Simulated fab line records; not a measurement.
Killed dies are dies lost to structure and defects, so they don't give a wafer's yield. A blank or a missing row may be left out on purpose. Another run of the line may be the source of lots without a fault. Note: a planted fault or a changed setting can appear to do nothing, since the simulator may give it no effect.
What tool caused it? -- flow gf180mcu -- Sampling: 11 lots, 33 wafers, 3 of 602 route steps

## WHAT THE GAUGES READ, wafer by wafer
GF_M4_THK_MEAS_06: measures by xrf.
lot,measured,on,M4_ALCU_THK (nm)
L551,day 22 11:07,filmMetro-02,457 462 453
L553,day 23 05:16,filmMetro-01,451 453 452
L554,day 23 07:49,filmMetro-01,452 446 448
L555,day 23 18:14,filmMetro-02,485 487 481
L556,day 24 10:59,filmMetro-02,474 477 468
L557,day 24 19:49,filmMetro-03,471 470 471
L565,day 27 06:29,filmMetro-01,446 446 442
L566,day 27 17:02,filmMetro-03,455 450 455
L569,day 28 06:04,filmMetro-03,450 447 452
L573,day 29 08:48,filmMetro-02,449 446 447
L574,day 29 20:50,filmMetro-01,448 452 443

## WHAT TOOL EACH LOT RAN ON (gives the tool, then ch and the chambers of the sampled wafers, and finally the start)
lot,GF_M4_SPUTTER_00,GF_M4_SPUTTER_02
L551,"pvdSputter-04, day 22 10:46","pvdSputter-04, day 22 10:53"
L553,"pvdSputter-04, day 23 04:55","pvdSputter-04, day 23 05:02"
L554,"pvdSputter-01, day 23 07:29","pvdSputter-01, day 23 07:37"
L555,"pvdSputter-04, day 23 17:53","pvdSputter-04, day 23 18:01"
L556,"pvdSputter-04, day 24 10:37","pvdSputter-04, day 24 10:45"
L557,"pvdSputter-04, day 24 19:27","pvdSputter-04, day 24 19:35"
L565,"pvdSputter-01, day 27 06:09","pvdSputter-01, day 27 06:17"
L566,"pvdSputter-04, day 27 16:40","pvdSputter-04, day 27 16:48"
L569,"pvdSputter-02, day 28 05:43","pvdSputter-02, day 28 05:51"
L573,"pvdSputter-04, day 29 08:28","pvdSputter-04, day 29 08:35"
L574,"pvdSputter-04, day 29 20:29","pvdSputter-04, day 29 20:37"
- GF_M4_SPUTTER_00: material Ti, target thk 37.5 nm, time 150 s.
- GF_M4_SPUTTER_02: material AlCu, target thk 450 nm, time 23.9 s.

## THE ANSWER, worked out from the rows above alone
Rule: what is usual is taken from the lots themselves. The widest of any qualifying gaps counts: lots, ordered by their means at a reading, are off when they make up no more than a third of the lots, leave a main group of 4 or more, and stand apart from it by 3 or more times the standard deviation of that group's means. A main group is skipped when, at the precision printed for the reading in the tables above, its means are all equal. Also off: a lot with no number at a reading for which 4 or more lots have one. Any other lot the step has rows for is counted as sound.
Off: L555, L556, L557, at GF_M4_THK_MEAS_06 (M4_ALCU_THK). For the main group the mean is 450 nm and the standard deviation 3.7.
If a tool, at a process step before that reading, ran all the lots that are off and no sound lot after the first of them, it fits. The gauges at GF_M4_THK_MEAS_06 are tried like those tools. Of those tried, none fits.

## WHAT HAD BEEN PUT IN BY THE SIMULATOR
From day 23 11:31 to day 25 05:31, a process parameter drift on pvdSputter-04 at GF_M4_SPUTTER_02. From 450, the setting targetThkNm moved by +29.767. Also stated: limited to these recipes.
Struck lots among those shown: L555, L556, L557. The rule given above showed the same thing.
